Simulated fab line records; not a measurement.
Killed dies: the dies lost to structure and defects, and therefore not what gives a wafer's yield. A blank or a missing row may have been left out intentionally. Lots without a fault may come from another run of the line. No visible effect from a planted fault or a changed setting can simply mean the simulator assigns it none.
A single fault, viewed from 2 desks || flow gf180mcu || numbers are kept per desk, each desk with only its own; the story behind them comes last

AT THE TOOL OWNER'S DESK: pvdSputter-04
The tool's own readings at GF_M1_SPUTTER_00 (material Ti, target thk 37.5 nm, time 150 s): means of the sampled wafers that have a number, for each lot that ran on this tool. The brackets show how far a lot's mean lies from the usual mean; more than 4 standard deviations puts the lot out of limits, marked OUT.
Columns: A = throttleValvePct at GF_M1_SPUTTER_00, usual 29.9 %
{"lot": "L265", "first seen here": "day 17 01:26", "A": 30.2}
{"lot": "L269", "first seen here": "day 18 02:59", "A": 30.9}
{"lot": "L279", "first seen here": "day 21 14:37", "A": 30.3}
{"lot": "L281", "first seen here": "day 22 11:17", "A": 29.8}
{"lot": "L282", "first seen here": "day 22 19:21", "A": 30.2}
This desk's verdict: no lot among the 5 shows anything out of limits.

FROM THE METROLOGY DESK
What the gauges read, lot by lot, whatever tool the lot ran on: means of the sampled wafers that have a number. The brackets show how far a lot's mean lies from the usual mean; more than 4 standard deviations puts the lot out of limits, marked OUT.
Columns: A = CONTACT_W_RS at GF_CONTACT_RS_MEAS_25, usual 0.385 ohm/sq; B = CONTACT_W_THK at GF_CONTACT_THK_MEAS_26, usual 301 nm
{"lot": "L265", "first seen here": "day 17 00:58", "A": 0.373, "B": 309}
{"lot": "L269", "first seen here": "day 18 02:31", "A": 0.377, "B": 309}
{"lot": "L277", "first seen here": "day 21 02:29", "A": 0.380, "B": 306}
{"lot": "L279", "first seen here": "day 21 14:09", "A": 0.396, "B": 295}
{"lot": "L281", "first seen here": "day 22 10:48", "A": 0.389, "B": 297}
{"lot": "L282", "first seen here": "day 22 18:53", "A": 0.379, "B": 306}
{"lot": "L287", "first seen here": "day 24 03:02", "A": 0.383, "B": 304}
This desk's verdict: no lot among the 7 shows anything out of limits.

ALL TOGETHER
The tool owner's desk saw nothing out of limits.
Nothing out of limits was seen by the metrology desk.

WHAT THE SIMULATOR PUT IN
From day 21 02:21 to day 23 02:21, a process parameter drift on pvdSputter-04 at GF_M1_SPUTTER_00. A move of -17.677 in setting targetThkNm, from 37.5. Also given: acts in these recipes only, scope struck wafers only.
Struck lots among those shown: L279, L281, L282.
